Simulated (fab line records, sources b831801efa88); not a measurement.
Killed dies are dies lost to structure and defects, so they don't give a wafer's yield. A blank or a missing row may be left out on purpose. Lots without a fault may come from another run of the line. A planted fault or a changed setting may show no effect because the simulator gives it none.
fab line records | flow gf180mcu
record lots=14 wafers=42 last_day=34
route steps=602 shown SAB@264
lots that met no fault: from a run of the same line without faults
start_h: hours from the record's first day to the start of the lot's first wafer shown | wait_h: hours since the lot's step before | " the same as in the row above | L1.1+2: a row that stands for several wafers | - no value, or no start given | * or withheld: withheld | < > ~ a bound
route shown NAME@n: a module of which the file shows steps, and the number in the route of the first | usual: mean/standard deviation of fault-free wafers | same: alike in all rows | chamber/n: place in a boat | sites: the reading at each site | _std_site: their standard deviation | _edge_site: outer sites' mean less inner sites' | radius_mm: how far each site lies from the wafer's centre | mask NAME#n: copy n | behind: the tool/chamber that last shaped the wafer | hold: why the lot was held/for how many hours/how that ended | device: the transistor (n, p or np) that didn't switch | end of line: the same wafers' tests at the end of the route | a step without rows: its recipe alone | killed: dies lost to structure and defects at the first sort, not the wafer's yield | map: a wafer's dies, x killed, . not, _ none there
set.NAME: the setting as run; set.NAME@STEP: as run at that earlier step | model.NAME: the simulator's own value behind a step, which no gauge read
steps of the route over a sample of lots; a table a step, a row a wafer
services: from which hour (start_h, from the record's first day; less than 0 if before it) a tool's chamber was out of use, for how many hours, and why
## steps
# step GF_SAB_CVD_00
# recipe material=SiO2 target_thk_nm=50 precursor=TEOS temp_c=400 time_s=4.9302 rf_w=600
# usual heater_power_w=637/120 susceptor_temp_C=400.00/0.22
# columns lot.wafer tool chamber start_h wait_h heater_power_w susceptor_temp_C
L119.2 pecvd-01 2 323.44 0.1 655 400.24
L119.5 " 1 " " 781 399.93
L119.6 " 0 " " 597 399.73
L121.1 pecvd-01 2 338.78 0.1 762 400.23
L121.4 " 1 " " 786 399.50
L121.6 " 2 " " 798 400.02
L122.2 pecvd-03 0 342.72 0.1 516 399.79
L122.4 " 2 " " 548 399.64
L122.5 " 1 " " 725 399.68
L125.1 pecvd-02 2 364.33 0.1 808 399.87
L125.4 " 2 " " 797 399.79
L125.5 " 1 " " 499 399.54
L126.1 pecvd-02 1 375.78 0.1 538 399.65
L126.4 " 2 " " 756 399.77
L126.6 " 0 " " 586 400.14
L127.4 pecvd-01 1 387.18 0.0 805 400.03
L127.5 " 0 " " 679 400.30
L127.6 " 2 " " 636 399.81
L128.1 pecvd-02 1 392.07 0.1 458 399.98
L128.2 " 2 " " 725 400.05
L128.6 " 1 " " 471 400.01
L129.2 pecvd-02 0 398.07 0.1 494 399.62
L129.4 " 0 " " 508 399.88
L129.5 " 2 " " 693 400.13
L130.1 pecvd-01 0 408.54 0.1 698 399.95
L130.4 " 1 " " 850 400.31
L130.6 " 0 " " 694 399.94
L132.2 pecvd-03 1 426.33 0.1 700 400.35
L132.4 " 2 " " 592 399.79
L132.6 " 0 " " 475 400.07
L135.1 pecvd-03 2 453.82 0.1 611 399.91
L135.2 " 1 " " 690 399.99
L135.5 " 0 " " 513 399.96
L136.1 pecvd-03 0 460.28 0.1 589 400.22
L136.3 " 2 " " 602 400.12
L136.4 " 0 " " 445 400.17
L138.1 pecvd-03 0 480.72 0.1 552 399.80
L138.3 " 1 " " 715 400.30
L138.6 " 1 " " 721 399.84
L141.1 pecvd-02 1 500.17 0.1 508 400.01
L141.2 " 0 " " 520 400.05
L141.5 " 1 " " 503 399.86
# step GF_SAB_THK_MEAS_01
# recipe reads=SiO2_of_SAB_CVD_00
# usual SAB_CVD_00_THK=50.0/0.63
# columns lot.wafer tool chamber start_h wait_h SAB_CVD_00_THK[nm]
L119.2 film_metro-04 - 323.46 0.0 49.7
L119.5 " - " " 50.6
L119.6 " - " " 50.4
L121.1 film_metro-01 - 338.80 0.0 49.6
L121.4 " - " " 50.6
L121.6 " - " " 49.8
L122.2 film_metro-01 - 342.75 0.0 49.2
L122.4 " - " " 49.7
L122.5 " - " " 49.9
L125.1 film_metro-01 - 364.35 0.0 50.4
L125.4 " - " " 50.4
L125.5 " - " " 50.5
L126.1 film_metro-01 - 375.80 0.0 49.2
L126.4 " - " " 50.5
L126.6 " - " " 50.1
L127.4 film_metro-01 - 387.22 0.0 51.3
L127.5 " - " " 51.4
L127.6 " - " " 50.8
L128.1 film_metro-04 - 392.09 0.0 49.6
L128.2 " - " " 49.8
L128.6 " - " " 50.1
L129.2 film_metro-03 - 398.10 0.0 49.6
L129.4 " - " " 50.5
L129.5 " - " " 51.0
L130.1 film_metro-04 - 408.56 0.0 50.2
L130.4 " - " " 50.6
L130.6 " - " " 50.2
L132.2 film_metro-03 - 426.36 0.0 48.6
L132.4 " - " " 49.4
L132.6 " - " " 49.0
L135.1 film_metro-01 - 453.84 0.0 48.9
L135.2 " - " " 49.3
L135.5 " - " " 49.9
L136.1 film_metro-04 - 460.30 0.0 54.8
L136.3 " - " " 49.3
L136.4 " - " " 55.0
L138.1 film_metro-04 - 480.74 0.0 54.2
L138.3 " - " " 49.2
L138.6 " - " " 49.6
L141.1 film_metro-01 - 500.19 0.0 49.9
L141.2 " - " " 49.8
L141.5 " - " " 50.0
## services
# columns tool chamber start_h hours kind
pecvd-01 0 301.47 20.7 repair
pecvd-03 1 310.22 4.3 repair
pecvd-03 - 328.48 0.6 repair
pecvd-01 - 342.03 5.7 repair
pecvd-03 - 368.88 14.0 pm
pecvd-03 0 368.88 14.0 vent_cycle
pecvd-03 1 368.88 14.0 vent_cycle
pecvd-03 2 368.88 14.0 vent_cycle
pecvd-01 2 379.42 5.0 repair
pecvd-03 0 382.88 - clean
pecvd-03 1 382.88 - clean
pecvd-03 2 382.88 - clean
pecvd-01 - 418.87 2.8 pm
pecvd-01 - 434.58 1.7 repair
pecvd-01 0 472.62 32.1 repair
pecvd-01 1 472.76 7.4 repair
## key
first_sign step=GF_SAB_THK_MEAS_01 reading=SAB_CVD_00_THK direction=up sigmas=7.5 usual=50.0 struck=54.7
effect none on later readings
met_at GF_SAB_CVD_00
struck_lots L136,L138
struck_wafers L136.1,L136.4,L138.1
tester_left_out L136,L138
onset_between 453.82 460.28
fault kind=process_parameter_drift tool=pecvd-03 chamber=0 onset_h=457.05 steps=GF_SAB_CVD_00 channel=target_thk_nm offset=5.2426 shape=step end_h=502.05 acts_in=these_recipes_only stated=50
# tester_left_out: of these lots the tester's yield and bins aren't shown, on N5 and GAA mostly nor the transistor test; their killed dies are dies lost to structure and defects alone, not to doping, threshold or leakage, so they don't give the yield
